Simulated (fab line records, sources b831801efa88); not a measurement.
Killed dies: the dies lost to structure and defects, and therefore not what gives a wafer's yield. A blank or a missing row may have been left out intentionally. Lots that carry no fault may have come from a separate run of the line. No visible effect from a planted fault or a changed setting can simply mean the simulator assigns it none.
Chamber matching -- flow gf180mcu -- 3 sister chambers for GF_V3_CVD_00 on hdpcvd-01
The step deposits SiO2, target thk 600 nm, time 100 s. 3 wafers are shown with their chamber, then 8 later ones without.

== EACH WAFER AND ITS CHAMBER ==
wafer,chamber,sih4 flow sccm (sccm)
L736.2,2,60.19
L736.4,0,59.73
L743.1,1,60.35

== WAFERS WHOSE CHAMBER IS MISSING ==
wafer,sih4 flow sccm (sccm)
L743.3,59.69
L743.4,60.32
L744.1,59.54
L744.2,59.84
L744.3,60.17
L747.3,59.60
L747.5,60.17
L747.6,59.76

== EACH ONE'S CHAMBER ==
wafer,from the rows above,in truth
L743.3,0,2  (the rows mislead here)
L743.4,can't be placed: 1 or 2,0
L744.1,0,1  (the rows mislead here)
L744.2,0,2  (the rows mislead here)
L744.3,can't be placed: 2 or 1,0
L747.3,0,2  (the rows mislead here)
L747.5,can't be placed: 2 or 1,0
L747.6,0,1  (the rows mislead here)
Placed correctly: 0 of 8. These rows do not allow placing 3 (true chamber among the candidates in 0). Number placed wrongly: 5.
How it was worked out, from the rows above alone: a wafer's distance from a chamber is the root of the sum, over the readings, of the square of ((its reading less the chamber's mean) divided by the reading's scatter). The wafer belongs to the nearest chamber; if the next one is less than 2 further off, it can't be placed. Each chamber's mean is taken over the wafers shown for it. The scatter: with one shown wafer a chamber, the root of the mean of the squares of how far each hidden wafer lies from its nearest shown one.
